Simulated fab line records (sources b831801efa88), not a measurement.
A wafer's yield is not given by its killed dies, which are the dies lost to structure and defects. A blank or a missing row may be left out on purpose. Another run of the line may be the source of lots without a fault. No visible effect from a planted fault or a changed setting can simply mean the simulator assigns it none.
Which of the tools did it? ; flow sky130 ; 24 lots, 72 wafers sampled, at 5 steps of a route of 708

## WHAT EACH GAUGE READ, for each wafer
SKY_VT_ADJUST_LVTN_OVL_MEAS_07. Usual: VT_ADJUST_LVTN_OVL gives -0.2 nm (standard deviation 1.3).
lot;measured;on;VT_ADJUST_LVTN_OVL (nm);flag
L074;day 6 23:25;overlay-02;-1.5 -1.2 -0.2;
L075;day 7 02:42;overlay-01;-0.8 -0.1 -1.0;
L076;day 7 10:23;overlay-02;0.1 -1.1 -2.2;
L077;day 7 12:59;overlay-01;-0.1 0.1 -1.0;
L078;day 8 05:04;overlay-02;-0.2 -1.9 -1.1;
L079;day 8 07:37;overlay-01;1.3 0.2 2.0;
L080;day 8 11:11;overlay-01;0.1 0.0 0.1;
L081;day 8 23:00;overlay-02;-1.6 0.5 0.0;
L082;day 9 04:05;overlay-01;0.5 -0.7 0.9;
L083;day 9 07:52;overlay-02;0.6 -0.5 0.5;
L084;day 9 12:23;overlay-01;0.0 1.3 0.4;
L085;day 9 22:04;overlay-01;2.0 1.0 0.1;
L086;day 10 03:02;overlay-02;-0.2 -2.3 -0.4;
L087;day 10 08:08;overlay-01;-1.9 -1.2 -0.1;
L088;day 10 13:05;overlay-01;-1.6 -1.1 1.9;
L089;day 10 20:01;overlay-01;-1.7 1.9 0.2;
L090;day 11 04:08;overlay-01;-0.1 -0.8 -1.6;
L091;day 11 10:02;overlay-01;0.9 1.3 1.9;
L092;day 11 19:47;overlay-01;-1.2 -0.3 -1.1;
L093;day 12 04:31;overlay-02;-1.8 -4.3 -2.0;
L094;day 12 07:22;overlay-01;2.9 0.5 1.4;
L095;day 12 09:41;overlay-01;0.3 -1.0 -1.1;
L096;day 12 19:38;overlay-02;0.9 1.9 1.1;
L097;day 13 03:43;overlay-02;-1.4 0.6 -0.3;

SKY_SONOS_ONO_THK_MEAS_01. Usual: SONOS_ONO_OXIDATION_THK gives 2.60 nm (standard deviation 0.062).
lot;measured;on;SONOS_ONO_OXIDATION_THK (nm);flag
L074;day 11 16:47;film metro-04;2.55 2.56 2.56;
L075;day 11 16:48;film metro-01;2.49 2.55 2.51;
L076;day 12 01:20;film metro-01;2.66 2.61 2.66;
L077;day 12 07:24;film metro-02;2.65 2.59 2.67;
L078;day 13 02:35;film metro-04;2.68 2.65 2.71;
L079;day 13 06:10;film metro-04;2.68 2.73 2.61;
L080;day 13 13:08;film metro-04;2.63 2.54 2.56;
L081;day 13 22:16;film metro-01;2.67 2.63 2.71;
L082;day 14 06:00;film metro-01;2.70 2.59 2.59;
L083;day 14 08:35;film metro-04;2.62 2.60 2.70;
L084;day 14 16:47;film metro-04;2.68 2.66 2.59;
L085;day 15 02:47;film metro-02;2.63 2.61 2.61;
L086;day 15 07:25;film metro-02;2.61 2.58 2.57;
L087;day 15 20:13;film metro-04;2.54 2.56 2.62;
L088;day 16 00:22;film metro-04;2.56 2.60 2.53;
L089;day 16 08:06;film metro-04;2.47 2.51 2.59;
L090;day 16 18:35;film metro-04;2.51 2.54 2.55;
L091;day 17 00:34;film metro-04;2.66 2.66 2.65;
L092;day 17 11:25;film metro-02;2.62 2.56 2.54;
L093;day 17 20:31;film metro-01;2.58 2.62 2.60;
L094;day 18 01:04;film metro-02;2.69 2.62 2.62;
L095;day 18 05:11;film metro-01;2.71 2.63 2.71;
L096;day 18 17:10;film metro-04;2.52 2.57 2.58;
L097;day 18 22:18;film metro-02;2.52 2.53 2.56;

SKY_CONTACT_BOW_MEAS_05. Usual: CONTACT_BOW gives 80 um (standard deviation 6.4).
lot;measured;on;CONTACT_BOW (um);flag
L074;day 30 14:23;film metro-04;84 93 89;
L075;day 30 19:43;film metro-04;88 88 78;
L076;day 31 00:50;film metro-02;76 72 76;
L077;day 31 04:41;film metro-04;76 84 80;
L078;day 32 04:18;film metro-01;69 77 81;
L079;day 32 10:35;film metro-01;70 80 87;
L080;day 32 14:41;film metro-02;80 75 76;
L081;day 33 02:02;film metro-02;73 82 88;
L082;day 33 12:29;film metro-04;79 76 71;
L083;day 33 14:13;film metro-02;80 75 71;
L084;day 33 20:57;film metro-01;85 91 74;
L085;day 34 03:46;film metro-04;83 69 92;
L086;day 34 10:09;film metro-01;86 95 81;
L087;day 34 21:47;film metro-02;76 86 77;
L088;day 35 01:50;film metro-04;72 85 76;
L089;day 35 04:25;film metro-01;76 74 88;
L090;day 35 16:58;film metro-02;73 76 77;
L091;day 36 00:11;film metro-01;87 89 86;
L092;day 36 08:31;film metro-01;80 80 80;
L093;day 36 12:41;film metro-01;86 91 93;
L094;day 36 20:23;film metro-01;78 85 85;
L095;day 37 04:40;film metro-01;90 92 78;
L096;day 37 06:57;film metro-04;71 73 76;
L097;day 37 13:14;film metro-04;83 74 73;

SKY_METAL4_OVL_MEAS_14. Usual: METAL4_OVL gives 1 nm (standard deviation 5.4).
lot;measured;on;METAL4_OVL (nm);flag
L074;day 41 23:20;overlay-02;4 -4 -1;
L075;day 42 04:39;overlay-02;5 0 -4;
L076;day 42 08:12;overlay-01;6 -2 0;
L077;day 42 11:59;overlay-01;-2 -2 1;
L078;day 43 08:10;overlay-01;10 4 10;
L079;day 43 12:35;overlay-01;-5 11 -6;
L080;day 43 18:11;overlay-01;-6 -6 -3;
L081;day 44 02:32;overlay-01;-7 -2 -5;
L082;day 44 09:42;overlay-02;2 10 -4;
L083;day 44 12:32;overlay-02;-3 7 12;
L084;day 44 19:48;overlay-01;3 4 6;
L085;day 45 01:20;overlay-01;4 3 4;
L086;day 45 03:59;overlay-01;-1 -10 -4;
L087;day 45 15:11;overlay-02;-5 4 4;
L088;day 45 20:53;overlay-02;-8 -2 -4;
L089;day 45 23:03;overlay-01;1 1 12;
L090;day 46 08:02;overlay-02;3 -2 -1;
L091;day 46 11:37;overlay-02;-3 7 1;
L092;day 46 21:06;overlay-01;5 4 3;
L093;day 47 00:02;overlay-01;-8 -10 2;
L094;day 47 05:29;overlay-01;0 -1 -6;
L095;day 47 11:06;overlay-01;3 -2 -3;
L096;day 47 12:53;overlay-02;-5 -5 4;
L097;day 47 18:29;overlay-02;1 6 2;

## WHAT TOOL EACH LOT RAN ON (gives the tool, then ch and the chambers of the sampled wafers, and finally the start)
lot;SKY_METAL1_DESCUM_17
L074;rie metal-02 ch 0,1, day 32 22:40
L075;rie metal-01 ch 0,1, day 33 06:38
L076;rie metal-02 ch 0,1, day 33 09:23
L077;rie metal-04 ch 0, day 33 13:16
L078;rie metal-04 ch 0,1, day 34 12:37
L079;rie metal-04 ch 0,1, day 34 17:34
L080;rie metal-04 ch 0,1, day 34 21:58
L081;rie metal-01 ch 0,1, day 35 09:31
L082;rie metal-01 ch 0,1, day 35 19:11
L083;rie metal-04 ch 0,1, day 35 20:07
L084;rie metal-04 ch 0,1, day 36 03:59
L085;rie metal-01 ch 0, day 36 09:28
L086;rie metal-02 ch 0,1, day 36 16:10
L087;rie metal-02 ch 0,1, day 37 03:37
L088;rie metal-02 ch 0,1, day 37 08:07
L089;rie metal-02 ch 0, day 37 09:49
L090;rie metal-02 ch 1, day 37 22:10
L091;rie metal-01 ch 0,1, day 38 06:14
L092;rie metal-02 ch 0,1, day 38 15:20
L093;rie metal-01 ch 1, day 38 18:58
L094;rie metal-04 ch 0,1, day 39 01:40
L095;rie metal-01 ch 0,1, day 39 10:23
L096;rie metal-04 ch 0,1, day 39 12:07
L097;rie metal-02 ch 0,1, day 39 18:43
- SKY_METAL1_DESCUM_17: chemistry O2, time 8 s.

## AS READ BY THE TOOLS THEMSELVES (means over the sampled wafers that have a number; for cases with no such wafer, the mark the record gives instead)
SKY_METAL1_DESCUM_17. Usual: drypump motor current A 5.6 A, standard deviation 0.32; oes product au 1.000 a.u., standard deviation 0.01; temp c 40.00 C, standard deviation 0.11.
lot;tool;drypump motor current A (A);oes product au (a.u.);temp c (C);flag
L074;rie metal-02;5.8;0.984;40.01;
L075;rie metal-01;5.6;0.995;39.94;
L076;rie metal-02;5.8;0.989;39.98;
L077;rie metal-04;5.6;1.006;39.98;
L078;rie metal-04;5.4;1.004;39.96;
L079;rie metal-04;5.4;1.003;39.96;
L080;rie metal-04;5.2;1.007;40.02;
L081;rie metal-01;5.4;1.006;40.00;
L082;rie metal-01;5.6;1.007;39.98;
L083;rie metal-04;5.4;0.990;40.07;
L084;rie metal-04;5.2;0.996;40.15;
L085;rie metal-01;5.3;1.006;40.09;
L086;rie metal-02;5.8;1.007;40.01;
L087;rie metal-02;5.8;0.987;40.06;
L088;rie metal-02;5.8;1.001;40.00;
L089;rie metal-02;6.0;1.011;39.97;
L090;rie metal-02;5.7;0.988;39.90;
L091;rie metal-01;5.6;1.008;39.93;
L092;rie metal-02;5.9;1.013;39.95;
L093;rie metal-01;5.7;0.993;39.88;
L094;rie metal-04;5.2;1.006;40.09;
L095;rie metal-01;5.6;1.000;40.01;
L096;rie metal-04;5.4;1.014;39.98;
L097;rie metal-02;5.8;0.989;40.06;

## THE ANSWER, worked out from the rows above alone
Rule: a lot is off if the mean of its wafers that have a number lies more than 3 standard deviations from the usual mean. A lot without any number at a reading at which 4 lots or more have one is off too. Any other lot the step has rows for is counted as sound. Order of review: gauges by route order, followed by the tools' own readings, for which a lot's mean as printed above is used. At the first step where some lot is off, the reading lying furthest off is the one used; lots without a number count as furthest.
No lot is off on any of the readings shown, so nothing can be concluded from this.

## WHAT THE SIMULATOR PUT IN
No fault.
